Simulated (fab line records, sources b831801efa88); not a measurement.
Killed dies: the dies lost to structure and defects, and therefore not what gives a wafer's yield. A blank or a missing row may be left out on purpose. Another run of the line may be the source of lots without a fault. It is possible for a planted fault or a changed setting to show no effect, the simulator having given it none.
Which tool was responsible? :: flow sky130 :: 14 lots with 42 wafers sampled at 7 steps, on a route of 708 steps

== WHAT THE GAUGES SHOWED, per wafer ==
SKY_NWELL_RS_MEAS_31: measures by four-point-probe. Usual: PWDE_RS 5282 ohm/sq, standard deviation 19.
lot: L256
measured: day 5 16:19
on: film_metro-03
PWDE_RS (ohm/sq): 5283 5276 5274
flag: 

lot: L257
measured: day 5 21:44
on: film_metro-04
PWDE_RS (ohm/sq): 5274 5276 5295
flag: 

lot: L259
measured: day 6 08:19
on: film_metro-03
PWDE_RS (ohm/sq): 5248 5255 5273
flag: 

lot: L260
measured: day 6 13:45
on: film_metro-03
PWDE_RS (ohm/sq): 5258 5238 5265
flag: 

lot: L262
measured: day 7 06:23
on: film_metro-01
PWDE_RS (ohm/sq): 5271 5288 5279
flag: 

lot: L266
measured: day 8 02:57
on: film_metro-04
PWDE_RS (ohm/sq): 5290 5285 5292
flag: 

lot: L267
measured: day 8 09:48
on: film_metro-01
PWDE_RS (ohm/sq): 5288 5289 5268
flag: 

lot: L268
measured: day 8 16:46
on: film_metro-04
PWDE_RS (ohm/sq): 5285 5282 5281
flag: 

lot: L269
measured: day 8 21:00
on: film_metro-03
PWDE_RS (ohm/sq): 5283 5285 5288
flag: 

lot: L273
measured: day 9 23:37
on: film_metro-03
PWDE_RS (ohm/sq): 5266 5264 5265
flag: 

lot: L274
measured: day 10 05:14
on: film_metro-01
PWDE_RS (ohm/sq): 5298 5316 5291
flag: 

lot: L275
measured: day 10 15:00
on: film_metro-03
PWDE_RS (ohm/sq): 5295 5287 5291
flag: 

lot: L277
measured: day 11 01:03
on: film_metro-04
PWDE_RS (ohm/sq): 5297 5271 5307
flag: 

lot: L278
measured: day 11 06:22
on: film_metro-04
PWDE_RS (ohm/sq): 5284 5283 5267
flag: 

SKY_VT_ADJUST_HVTR_CD_MEAS_07: target cd 380 nm. Usual: cd_nm reads 379.1 nm (standard deviation 2.9).
lot: L256
measured: day 9 19:32
on: cd_sem-01
cd_nm (nm): 377.3 377.3 378.5
flag: 

lot: L257
measured: day 10 04:11
on: cd_sem-01
cd_nm (nm): 381.4 380.4 381.4
flag: 

lot: L259
measured: day 10 16:14
on: cd_sem-01
cd_nm (nm): 377.1 375.1 377.7
flag: 

lot: L260
measured: day 10 23:58
on: cd_sem-01
cd_nm (nm): 376.9 376.3 371.9
flag: 

lot: L262
measured: day 11 18:38
on: cd_sem-01
cd_nm (nm): 383.2 384.0 381.7
flag: 

lot: L266
measured: day 12 18:15
on: cd_sem-02
cd_nm (nm): 384.4 382.7 379.1
flag: 

lot: L267
measured: day 13 04:58
on: cd_sem-01
cd_nm (nm): 379.9 381.2 381.3
flag: 

lot: L268
measured: day 13 13:16
on: cd_sem-01
cd_nm (nm): 382.4 382.3 382.7
flag: 

lot: L269
measured: day 13 18:34
on: cd_sem-02
cd_nm (nm): 379.9 375.5 377.0
flag: 

lot: L273
measured: day 15 04:22
on: cd_sem-01
cd_nm (nm): 379.2 376.1 376.4
flag: 

lot: L274
measured: day 15 07:25
on: cd_sem-01
cd_nm (nm): - - -
flag: OFF

lot: L275
measured: day 15 20:13
on: cd_sem-01
cd_nm (nm): - - -
flag: OFF

lot: L277
measured: day 16 09:43
on: cd_sem-01
cd_nm (nm): 375.2 374.1 376.0
flag: 

lot: L278
measured: day 16 15:19
on: cd_sem-01
cd_nm (nm): 383.6 380.7 382.3
flag: 

SKY_VT_ADJUST_PCH_OVL_MEAS_07. Usual: VT_ADJUST_PCH_OVL 0.4 nm, standard deviation 1.4.
lot: L256
measured: day 10 18:28
on: overlay-02
VT_ADJUST_PCH_OVL (nm): 0.7 -0.2 0.5
flag: 

lot: L257
measured: day 11 03:13
on: overlay-02
VT_ADJUST_PCH_OVL (nm): 2.1 2.4 2.3
flag: 

lot: L259
measured: day 11 15:43
on: overlay-02
VT_ADJUST_PCH_OVL (nm): -2.1 -1.8 -1.8
flag: 

lot: L260
measured: day 12 00:01
on: overlay-01
VT_ADJUST_PCH_OVL (nm): -1.9 -2.7 -1.7
flag: 

lot: L262
measured: day 12 19:25
on: overlay-02
VT_ADJUST_PCH_OVL (nm): 1.9 1.3 2.6
flag: 

lot: L266
measured: day 13 20:01
on: overlay-01
VT_ADJUST_PCH_OVL (nm): -0.6 -1.9 -0.8
flag: 

lot: L267
measured: day 14 06:43
on: overlay-02
VT_ADJUST_PCH_OVL (nm): 1.7 1.2 0.0
flag: 

lot: L268
measured: day 14 15:48
on: overlay-01
VT_ADJUST_PCH_OVL (nm): 1.9 0.5 -0.2
flag: 

lot: L269
measured: day 14 21:16
on: overlay-02
VT_ADJUST_PCH_OVL (nm): 0.3 1.1 0.1
flag: 

lot: L273
measured: day 16 08:36
on: overlay-02
VT_ADJUST_PCH_OVL (nm): 0.0 0.4 -1.3
flag: 

lot: L274
measured: day 16 12:04
on: overlay-02
VT_ADJUST_PCH_OVL (nm): 0.9 -0.3 0.6
flag: 

lot: L275
measured: day 17 01:30
on: overlay-01
VT_ADJUST_PCH_OVL (nm): -1.9 -1.2 -0.7
flag: 

lot: L277
measured: day 17 15:13
on: overlay-01
VT_ADJUST_PCH_OVL (nm): 0.3 0.1 0.7
flag: 

lot: L278
measured: day 17 21:16
on: overlay-01
VT_ADJUST_PCH_OVL (nm): 1.0 1.6 0.1
flag: 

SKY_VT_ADJUST_PCH_TW_MEAS_10. Usual: VT_ADJUST_PCH_TW 142.2, standard deviation 0.99.
lot: L256
measured: day 10 18:45
on: film_metro-01
VT_ADJUST_PCH_TW: 141.9 141.7 141.2
flag: 

lot: L257
measured: day 11 03:30
on: film_metro-02
VT_ADJUST_PCH_TW: 142.4 142.1 142.7
flag: 

lot: L259
measured: day 11 16:01
on: film_metro-03
VT_ADJUST_PCH_TW: 143.1 142.3 142.2
flag: 

lot: L260
measured: day 12 00:18
on: film_metro-01
VT_ADJUST_PCH_TW: 141.6 140.7 141.0
flag: 

lot: L262
measured: day 12 19:43
on: film_metro-03
VT_ADJUST_PCH_TW: 142.5 143.3 142.5
flag: 

lot: L266
measured: day 13 20:19
on: film_metro-02
VT_ADJUST_PCH_TW: 141.1 141.6 141.8
flag: 

lot: L267
measured: day 14 07:00
on: film_metro-03
VT_ADJUST_PCH_TW: 143.3 142.4 142.3
flag: 

lot: L268
measured: day 14 16:05
on: film_metro-01
VT_ADJUST_PCH_TW: 141.1 141.7 140.6
flag: 

lot: L269
measured: day 14 21:33
on: film_metro-03
VT_ADJUST_PCH_TW: 142.2 142.6 142.2
flag: 

lot: L273
measured: day 16 08:53
on: film_metro-01
VT_ADJUST_PCH_TW: 144.0 143.6 144.6
flag: 

lot: L274
measured: day 16 12:22
on: film_metro-02
VT_ADJUST_PCH_TW: 223.5 223.0 223.9
flag: OFF

lot: L275
measured: day 17 01:47
on: film_metro-02
VT_ADJUST_PCH_TW: 222.4 223.5 222.1
flag: OFF

lot: L277
measured: day 17 15:30
on: film_metro-01
VT_ADJUST_PCH_TW: 143.6 144.8 145.1
flag: 

lot: L278
measured: day 17 21:33
on: film_metro-03
VT_ADJUST_PCH_TW: 142.0 141.9 141.2
flag: 

SKY_SONOS_TUNNEL_TW_MEAS_12. Usual: SONOS_TUNNEL_TW 197.2, standard deviation 1.7.
lot: L256
measured: day 11 19:08
on: film_metro-02
SONOS_TUNNEL_TW: 197.4 197.0 198.0
flag: 

lot: L257
measured: day 12 02:44
on: film_metro-01
SONOS_TUNNEL_TW: 196.9 196.4 195.9
flag: 

lot: L259
measured: day 12 15:46
on: film_metro-02
SONOS_TUNNEL_TW: 195.4 196.2 195.3
flag: 

lot: L260
measured: day 13 00:47
on: film_metro-02
SONOS_TUNNEL_TW: 195.3 195.4 195.6
flag: 

lot: L262
measured: day 13 21:33
on: film_metro-04
SONOS_TUNNEL_TW: 197.6 199.0 199.6
flag: 

lot: L266
measured: day 14 23:28
on: film_metro-02
SONOS_TUNNEL_TW: 196.0 196.0 194.8
flag: 

lot: L267
measured: day 15 10:34
on: film_metro-01
SONOS_TUNNEL_TW: 195.7 195.4 194.8
flag: 

lot: L268
measured: day 15 19:16
on: film_metro-01
SONOS_TUNNEL_TW: 194.8 195.7 196.6
flag: 

lot: L269
measured: day 16 01:34
on: film_metro-01
SONOS_TUNNEL_TW: 198.4 199.8 199.5
flag: 

lot: L273
measured: day 17 14:50
on: film_metro-02
SONOS_TUNNEL_TW: 195.9 196.2 197.1
flag: 

lot: L274
measured: day 17 18:12
on: film_metro-01
SONOS_TUNNEL_TW: 249.8 251.7 251.0
flag: OFF

lot: L275
measured: day 18 07:45
on: film_metro-02
SONOS_TUNNEL_TW: 247.4 249.8 248.7
flag: OFF

lot: L277
measured: day 18 22:23
on: film_metro-01
SONOS_TUNNEL_TW: 201.0 199.7 200.1
flag: 

lot: L278
measured: day 19 04:24
on: film_metro-02
SONOS_TUNNEL_TW: 196.3 196.0 195.2
flag: 

== WHAT TOOL EACH LOT RAN ON (gives the tool, then ch and the chambers of the sampled wafers, and finally the start) ==
lot: L256
SKY_VT_ADJUST_HVTP_STRIP_10: plasma_asher-02 ch 0,1, day 6 10:47
SKY_VT_ADJUST_HVTR_COAT_02: litho_track-03 ch 0, day 9 09:17

lot: L257
SKY_VT_ADJUST_HVTP_STRIP_10: plasma_asher-02 ch 0,1, day 6 16:49
SKY_VT_ADJUST_HVTR_COAT_02: litho_track-03 ch 0, day 9 16:14

lot: L259
SKY_VT_ADJUST_HVTP_STRIP_10: plasma_asher-04 ch 0,1, day 7 03:52
SKY_VT_ADJUST_HVTR_COAT_02: litho_track-03 ch 0, day 10 05:05

lot: L260
SKY_VT_ADJUST_HVTP_STRIP_10: plasma_asher-01 ch 0,1, day 7 09:22
SKY_VT_ADJUST_HVTR_COAT_02: litho_track-01 ch 0, day 10 12:22

lot: L262
SKY_VT_ADJUST_HVTP_STRIP_10: plasma_asher-02 ch 0, day 8 03:07
SKY_VT_ADJUST_HVTR_COAT_02: litho_track-03 ch 0, day 11 06:44

lot: L266
SKY_VT_ADJUST_HVTP_STRIP_10: plasma_asher-01 ch 0,1, day 8 23:19
SKY_VT_ADJUST_HVTR_COAT_02: litho_track-02 ch 0, day 12 05:58

lot: L267
SKY_VT_ADJUST_HVTP_STRIP_10: plasma_asher-02 ch 1, day 9 07:23
SKY_VT_ADJUST_HVTR_COAT_02: litho_track-02 ch 0, day 12 16:04

lot: L268
SKY_VT_ADJUST_HVTP_STRIP_10: plasma_asher-04 ch 0,1, day 9 14:28
SKY_VT_ADJUST_HVTR_COAT_02: litho_track-03 ch 0, day 13 00:34

lot: L269
SKY_VT_ADJUST_HVTP_STRIP_10: plasma_asher-01 ch 0,1, day 9 18:10
SKY_VT_ADJUST_HVTR_COAT_02: litho_track-02 ch 0, day 13 06:01

lot: L273
SKY_VT_ADJUST_HVTP_STRIP_10: plasma_asher-04 ch 0, day 10 23:22
SKY_VT_ADJUST_HVTR_COAT_02: litho_track-02 ch 0, day 14 14:10

lot: L274
SKY_VT_ADJUST_HVTP_STRIP_10: plasma_asher-04 ch 0,1, day 11 04:01
SKY_VT_ADJUST_HVTR_COAT_02: litho_track-01, day 14 17:28

lot: L275
SKY_VT_ADJUST_HVTP_STRIP_10: plasma_asher-01 ch 0,1, day 11 14:19
SKY_VT_ADJUST_HVTR_COAT_02: litho_track-03, day 15 06:46

lot: L277
SKY_VT_ADJUST_HVTP_STRIP_10: plasma_asher-02 ch 0,1, day 12 00:52
SKY_VT_ADJUST_HVTR_COAT_02: litho_track-03 ch 0, day 15 19:37

lot: L278
SKY_VT_ADJUST_HVTP_STRIP_10: plasma_asher-04 ch 0,1, day 12 06:13
SKY_VT_ADJUST_HVTR_COAT_02: litho_track-03 ch 0, day 16 01:22
- SKY_VT_ADJUST_HVTP_STRIP_10: strips in O2/N2.
- SKY_VT_ADJUST_HVTR_COAT_02: resist thk 1140 nm.

== WHAT THE TOOLS THEMSELVES READ (means of the sampled wafers that have a number; where no wafer has one, the mark that the record gives instead) ==
SKY_VT_ADJUST_HVTP_STRIP_10. Usual: drypump_motor_current_A 5.7 A, standard deviation 0.47; n2_flow_sccm 300.1 sccm, standard deviation 0.78; oes_product_au 0.719 a.u., standard deviation 0.0045; strip_time_to_endpoint_s 14.08 s, standard deviation 0.046.
lot: L256
tool: plasma_asher-02
drypump_motor_current_A (A): 5.5
n2_flow_sccm (sccm): 299.5
oes_product_au (a.u.): 0.716
strip_time_to_endpoint_s (s): 14.03
flag: 

lot: L257
tool: plasma_asher-02
drypump_motor_current_A (A): 5.2
n2_flow_sccm (sccm): 300.4
oes_product_au (a.u.): 0.718
strip_time_to_endpoint_s (s): 14.09
flag: 

lot: L259
tool: plasma_asher-04
drypump_motor_current_A (A): 6.0
n2_flow_sccm (sccm): 300.6
oes_product_au (a.u.): 0.722
strip_time_to_endpoint_s (s): 14.02
flag: 

lot: L260
tool: plasma_asher-01
drypump_motor_current_A (A): 6.0
n2_flow_sccm (sccm): 300.5
oes_product_au (a.u.): 0.718
strip_time_to_endpoint_s (s): 14.08
flag: 

lot: L262
tool: plasma_asher-02
drypump_motor_current_A (A): 5.8
n2_flow_sccm (sccm): 300.7
oes_product_au (a.u.): 0.717
strip_time_to_endpoint_s (s): 14.13
flag: 

lot: L266
tool: plasma_asher-01
drypump_motor_current_A (A): 5.8
n2_flow_sccm (sccm): 299.9
oes_product_au (a.u.): 0.715
strip_time_to_endpoint_s (s): 14.15
flag: 

lot: L267
tool: plasma_asher-02
drypump_motor_current_A (A): 4.9
n2_flow_sccm (sccm): 299.8
oes_product_au (a.u.): 0.721
strip_time_to_endpoint_s (s): 14.07
flag: 

lot: L268
tool: plasma_asher-04
drypump_motor_current_A (A): 6.0
n2_flow_sccm (sccm): 300.2
oes_product_au (a.u.): 0.720
strip_time_to_endpoint_s (s): 14.03
flag: 

lot: L269
tool: plasma_asher-01
drypump_motor_current_A (A): 6.0
n2_flow_sccm (sccm): 299.4
oes_product_au (a.u.): 0.716
strip_time_to_endpoint_s (s): 14.02
flag: 

lot: L273
tool: plasma_asher-04
drypump_motor_current_A (A): 6.1
n2_flow_sccm (sccm): 300.2
oes_product_au (a.u.): 0.719
strip_time_to_endpoint_s (s): 14.07
flag: 

lot: L274
tool: plasma_asher-04
drypump_motor_current_A (A): 6.0
n2_flow_sccm (sccm): 300.4
oes_product_au (a.u.): 0.718
strip_time_to_endpoint_s (s): 14.06
flag: 

lot: L275
tool: plasma_asher-01
drypump_motor_current_A (A): 5.7
n2_flow_sccm (sccm): 300.4
oes_product_au (a.u.): 0.719
strip_time_to_endpoint_s (s): 14.11
flag: 

lot: L277
tool: plasma_asher-02
drypump_motor_current_A (A): 5.2
n2_flow_sccm (sccm): 300.0
oes_product_au (a.u.): 0.720
strip_time_to_endpoint_s (s): 14.11
flag: 

lot: L278
tool: plasma_asher-04
drypump_motor_current_A (A): 6.1
n2_flow_sccm (sccm): 299.4
oes_product_au (a.u.): 0.716
strip_time_to_endpoint_s (s): 14.05
flag: 

SKY_VT_ADJUST_HVTR_COAT_02. Usual: chill_plate_temp_C 22.98 C, standard deviation 0.093; dispense_pressure_kPa 52.7 kPa, standard deviation 1.9; resist_line_temp_C 22.98 C, standard deviation 0.11; spin_speed_rpm 3000.3 rpm, standard deviation 1.8.
lot: L256
tool: litho_track-03
chill_plate_temp_C (C): 23.02
dispense_pressure_kPa (kPa): 53.8
resist_line_temp_C (C): 22.97
spin_speed_rpm (rpm): 2999.8
flag: 

lot: L257
tool: litho_track-03
chill_plate_temp_C (C): 22.83
dispense_pressure_kPa (kPa): 53.8
resist_line_temp_C (C): 23.11
spin_speed_rpm (rpm): 3001.6
flag: 

lot: L259
tool: litho_track-03
chill_plate_temp_C (C): 22.97
dispense_pressure_kPa (kPa): 53.9
resist_line_temp_C (C): 22.89
spin_speed_rpm (rpm): 3001.9
flag: 

lot: L260
tool: litho_track-01
chill_plate_temp_C (C): 22.97
dispense_pressure_kPa (kPa): 50.2
resist_line_temp_C (C): 23.23
spin_speed_rpm (rpm): 3001.9
flag: 

lot: L262
tool: litho_track-03
chill_plate_temp_C (C): 23.05
dispense_pressure_kPa (kPa): 53.8
resist_line_temp_C (C): 23.06
spin_speed_rpm (rpm): 3001.0
flag: 

lot: L266
tool: litho_track-02
chill_plate_temp_C (C): 23.05
dispense_pressure_kPa (kPa): 54.6
resist_line_temp_C (C): 22.93
spin_speed_rpm (rpm): 3002.1
flag: 

lot: L267
tool: litho_track-02
chill_plate_temp_C (C): 23.05
dispense_pressure_kPa (kPa): 54.6
resist_line_temp_C (C): 22.96
spin_speed_rpm (rpm): 2997.5
flag: 

lot: L268
tool: litho_track-03
chill_plate_temp_C (C): 22.92
dispense_pressure_kPa (kPa): 53.9
resist_line_temp_C (C): 22.97
spin_speed_rpm (rpm): 3001.5
flag: 

lot: L269
tool: litho_track-02
chill_plate_temp_C (C): 22.89
dispense_pressure_kPa (kPa): 54.6
resist_line_temp_C (C): 22.96
spin_speed_rpm (rpm): 3000.9
flag: 

lot: L273
tool: litho_track-02
chill_plate_temp_C (C): 22.92
dispense_pressure_kPa (kPa): 54.6
resist_line_temp_C (C): 22.84
spin_speed_rpm (rpm): 3001.3
flag: 

lot: L274
tool: litho_track-01
chill_plate_temp_C (C): -
dispense_pressure_kPa (kPa): -
resist_line_temp_C (C): -
spin_speed_rpm (rpm): -
flag: OFF

lot: L275
tool: litho_track-03
chill_plate_temp_C (C): -
dispense_pressure_kPa (kPa): -
resist_line_temp_C (C): -
spin_speed_rpm (rpm): -
flag: OFF

lot: L277
tool: litho_track-03
chill_plate_temp_C (C): 23.02
dispense_pressure_kPa (kPa): 53.9
resist_line_temp_C (C): 22.94
spin_speed_rpm (rpm): 2999.4
flag: 

lot: L278
tool: litho_track-03
chill_plate_temp_C (C): 23.00
dispense_pressure_kPa (kPa): 53.9
resist_line_temp_C (C): 22.90
spin_speed_rpm (rpm): 3001.4
flag: 

== THE ANSWER, worked out from the rows above alone ==
Rule: a lot counts as off when the mean over its wafers that have a number is more than 3 standard deviations away from the usual mean. Also off: a lot with no number at a reading for which 4 or more lots have one. All remaining lots with rows at the step are treated as sound. The gauges are gone through in route order, then the tools' own readings, and for those a lot's mean is taken as printed above. The first step at which some lot is off is used, and at that step the reading that is off furthest; a lot without a number counts as furthest.
Off: L274, L275, at SKY_VT_ADJUST_HVTR_CD_MEAS_07 (cd_nm). Without a number there: L274, L275.
A tool fits if, at a process step before that reading, it ran every lot that is off, and no sound lot after the first of them. Not tried: the gauges at SKY_VT_ADJUST_HVTR_CD_MEAS_07; whatever is off there is also off at SKY_VT_ADJUST_PCH_TW_MEAS_10, on other tools, and gauge error can't account for it. No candidate that was tried fits.

== WHAT WAS PUT IN BY THE SIMULATOR ==
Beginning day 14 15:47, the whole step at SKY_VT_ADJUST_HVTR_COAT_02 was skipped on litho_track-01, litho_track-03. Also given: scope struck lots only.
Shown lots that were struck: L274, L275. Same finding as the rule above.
